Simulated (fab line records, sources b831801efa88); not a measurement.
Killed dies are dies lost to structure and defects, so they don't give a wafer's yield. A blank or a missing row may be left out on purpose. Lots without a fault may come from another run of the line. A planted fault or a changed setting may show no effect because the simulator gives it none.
A struck lot beside a sound one | flow sky130 | 22 steps out of a route of 708
Sound: wafers L199.1, L199.5, L199.6. Struck: wafers L191.2, L191.4, L191.5. The cause comes at the end.
At each step with rows: each side's tool, then ch and its chambers, then its first start. Under that, the readings that differ: sound wafers | struck wafers | difference of the means | sigmas: that difference in standard deviations of wafers without a fault.
alike: readings whose means differ by less than 2 such deviations, and words and numbers that are the same on both sides. not compared: withheld readings, readings that some wafer has no value for, bounds like >300 that may hide the same value, and numbers for which the record gives no deviation and whose values overlap.
The two part at a step that has a row with sigmas, a row that says differs or no value, or rows on one side only. Numbers that don't overlap but have no deviation are shown without sigmas and don't part them. A reading that every wafer of one side lacks parts them only if that side has two wafers or more.

SKY_METAL1_SPUTTER_00: material Ti, target thk 15 nm, time 10 s.
  sound on pvd_sputter-02, day 35 19:43; struck on pvd_sputter-04, day 33 12:28
  alike: throttle_valve_pct
SKY_METAL1_SPUTTER_01: material TiN, target thk 20 nm, time 16.7 s.
  sound on pvd_sputter-02, day 35 19:44; struck on pvd_sputter-04, day 33 12:29
  alike: throttle_valve_pct
SKY_METAL1_SPUTTER_02: material AlCu, target thk 250 nm, time 13.3 s.
  sound on pvd_sputter-02, day 35 19:46; struck on pvd_sputter-04, day 33 12:30
  alike: throttle_valve_pct
then, 1 step without rows for these wafers: SKY_METAL1_SPUTTER_03 (material Ti, target thk 5 nm, time 3.3 s).
SKY_METAL1_SPUTTER_04: material TiN, target thk 70 nm, time 58.3 s.
  sound on pvd_sputter-02, day 35 19:49; struck on pvd_sputter-04, day 33 12:33
  alike: throttle_valve_pct
SKY_METAL1_RS_MEAS_05: measures by four-point-probe.
  sound on film_metro-01, day 35 19:51; struck on film_metro-01, day 33 12:37
  alike: METAL1_ALCU_RS
SKY_METAL1_THK_MEAS_06: measures by xrf.
  sound on film_metro-01, day 35 19:58; struck on film_metro-01, day 33 12:44
  alike: METAL1_ALCU_THK
then, 5 steps without rows for these wafers: SKY_METAL1_DEHYDRATE_07 (time 60 s); SKY_METAL1_HMDS_08 (prime time 60 s); SKY_METAL1_COAT_09 (resist thk 60 nm); SKY_METAL1_COAT_10 (resist thk 450 nm); SKY_METAL1_SOFTBAKE_11 (time 90 s).
SKY_METAL1_EXPOSE_12: exposes mask MM1, target cd 140 nm.
  sound on krf_scanner-01 ch 0, day 36 08:46; struck on krf_scanner-02 ch 0, day 34 01:58
  alike: mask
then, 2 steps without rows for these wafers: SKY_METAL1_PEB_13; SKY_METAL1_DEVELOP_14 (develop time 60 s).
SKY_METAL1_CD_MEAS_15: target cd 140 nm.
  sound on cd_sem-02, day 36 21:59; struck on cd_sem-02, day 34 15:40
  reading    | sound             | struck          | difference | sigmas
  cd_nm (nm) | 139.9 140.5 141.4 | 98.1 114.9 67.3 | -47.2      | -29
SKY_METAL1_OVL_MEAS_16:
  sound on overlay-02, day 36 22:06; struck on overlay-02, day 34 15:46
  alike: METAL1_OVL
SKY_METAL1_DESCUM_17: chemistry O2, time 8 s.
  sound on rie_metal-02 ch 0,1, day 36 22:08; struck on rie_metal-01 ch 0,1, day 34 15:48
  reading                 | sound             | struck          | difference | sigmas
  model.METAL1.cd_nm (nm) | 139.7 140.5 140.7 | 97.81 115 67.57 | -46.84     |
  alike: drypump_motor_current_A, he_backside_leak_sccm, oes_product_au
  not compared: rf_hours_counter_h
then, 1 step without rows for these wafers: SKY_METAL1_ETCH_18 (etches BARC in N2/H2, stops on SiO2, time 45.9 s, target depth 60 nm).
SKY_METAL1_METAL_ETCH_19: etches the open film in Cl2/BCl3, stops on SiO2, target depth 360 nm, time 78 s.
  sound on rie_metal-02 ch 0,1, day 36 22:14; struck on rie_metal-01 ch 0,1, day 34 15:53
  reading                 | sound             | struck          | difference | sigmas
  model.METAL1.cd_nm (nm) | 137.6 138.4 143.2 | 99.86 116 65.66 | -45.89     |
  alike: bias_w, drypump_motor_current_A, he_backside_leak_sccm, oes_product_au, throttle_valve_pct
  not compared: rf_hours_counter_h
SKY_METAL1_STRIP_20: strips in O2/N2.
  sound on plasma_asher-02 ch 0,1, day 36 22:19; struck on plasma_asher-01 ch 0,1, day 34 15:59
  reading                      | sound          | struck         | difference | sigmas
  strip_time_to_endpoint_s (s) | 2.60 2.60 2.65 | 2.85 2.83 2.72 | +0.18      | +2
  alike: drypump_motor_current_A, oes_product_au
  not compared: rf_hours_counter_h
-- the record jumps here: 13 days lie between the struck wafers' starts before and after (it left off in module METAL1 and takes up again in module PAD_OPEN, whose first step shown is number 708 of the route) --
SKY_PAD_OPEN_PROBE_99:
  the record has rows for the struck wafers here (prober-02, day 47 05:12) and none for the sound ones

WHERE THEY PART
First at SKY_METAL1_CD_MEAS_15; last, within this record, at SKY_PAD_OPEN_PROBE_99.

WHY: what the simulator had put in
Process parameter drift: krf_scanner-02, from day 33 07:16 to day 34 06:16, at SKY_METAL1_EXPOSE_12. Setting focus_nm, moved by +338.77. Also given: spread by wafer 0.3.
